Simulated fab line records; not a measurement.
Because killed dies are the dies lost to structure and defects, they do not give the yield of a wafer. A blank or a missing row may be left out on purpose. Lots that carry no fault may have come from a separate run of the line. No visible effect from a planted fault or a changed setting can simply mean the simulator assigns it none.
Comparing a struck lot with a sound one | flow gf180mcu | 15 out of 602 route steps
Sound: wafers L425.2, L425.5, L425.6. Struck: wafer L435.3 (left out: L435.4, a lot-mate that was not struck); the cause follows at the end.
For every step that has rows: the tool of each side, followed by ch and its chambers, followed by its first start. Under that, the readings that differ: sound wafers | struck wafers | difference of the means | sigmas: that difference in standard deviations of wafers without a fault.
alike: words and numbers the same on both sides, and readings whose means are apart by under 2 such deviations; not compared: readings that were withheld, readings missing a value for some wafer, numbers with overlapping values and no deviation given by the record, and bounds like >300 which may hide the same value.
The two part at a step that has a row with sigmas, a row that says differs or no value, or rows on one side only. When numbers do not overlap yet have no deviation, they are printed without sigmas and do not part them. A reading missing from all wafers of one side parts the sides only when that side holds two or more wafers.

GF_V4_SPUTTER_22: material TiN, target thk 10 nm, time 40 s.
  struck on pvd-sputter-02, day 28 08:38; sound on pvd-sputter-04, day 24 23:02
  alike: throttle-valve-pct
then, 1 step without rows for these wafers: GF_V4_CVD_23 (deposits W, target thk 350 nm, time 104.9 s).
GF_V4_RS_MEAS_24: measures by four-point-probe.
  struck on film-metro-04, day 28 08:49; sound on film-metro-04, day 24 23:20
  alike: V4_W_RS
GF_V4_THK_MEAS_25: measures by xrf.
  struck on film-metro-04, day 28 08:55; sound on film-metro-04, day 24 23:26
  alike: V4_W_THK
then, 1 step without rows for these wafers: GF_V4_CMP_26 (polishes, stops on SiO2, t overpolish 15 s, target thk 0 nm).
GF_MIM_SPUTTER_00: material Ti, target thk 37.5 nm, time 150 s.
  struck on pvd-sputter-02, day 28 09:16; sound on pvd-sputter-03, day 24 23:47
  alike: throttle-valve-pct
then, 1 step without rows for these wafers: GF_MIM_SPUTTER_01 (material TiN, target thk 30 nm, time 25 s).
GF_MIM_SPUTTER_02: material AlCu, target thk 450 nm, time 23.9 s.
  struck on pvd-sputter-02, day 28 09:23; sound on pvd-sputter-03, day 24 23:55
  alike: throttle-valve-pct
then, 1 step without rows for these wafers: GF_MIM_SPUTTER_03 (material Ti, target thk 10 nm, time 6.7 s).
GF_MIM_SPUTTER_04: material TiN, target thk 50 nm, time 41.7 s.
  struck on pvd-sputter-02, day 28 09:26; sound on pvd-sputter-03, day 24 23:58
  alike: throttle-valve-pct
then, 1 step without rows for these wafers: GF_MIM_CVD_05 (deposits Si3N4, target thk 42 nm, time 29.086 s).
GF_MIM_THK_MEAS_06:
  struck on film-metro-01, day 28 09:32; sound on film-metro-01, day 25 00:03
  alike: MIM_CVD_05_THK
GF_MIM_SPUTTER_07: material TiN, target thk 60 nm, time 50 s.
  struck on pvd-sputter-02, day 28 09:34; sound on pvd-sputter-02, day 25 00:06
  reading                                 | sound             | struck | difference | sigmas
  model.TiN_of_MIM_SPUTTER_07.thk-nm (nm) | 59.35 58.79 59.16 | 63.92  | +4.82      |
  alike: throttle-valve-pct
GF_MIM_SPUTTER_08: material AlCu, target thk 200 nm, time 10.6 s.
  struck on pvd-sputter-02, day 28 09:37; sound on pvd-sputter-02, day 25 00:09
  alike: throttle-valve-pct
GF_PASSIVATION_PROBE_99:
  the record has rows for the sound wafers here (prober-01, day 29 12:57) and none for the struck ones

== WHERE THEY PART ==
GF_PASSIVATION_PROBE_99 only, going by this record.

WHY: the cause the simulator had injected
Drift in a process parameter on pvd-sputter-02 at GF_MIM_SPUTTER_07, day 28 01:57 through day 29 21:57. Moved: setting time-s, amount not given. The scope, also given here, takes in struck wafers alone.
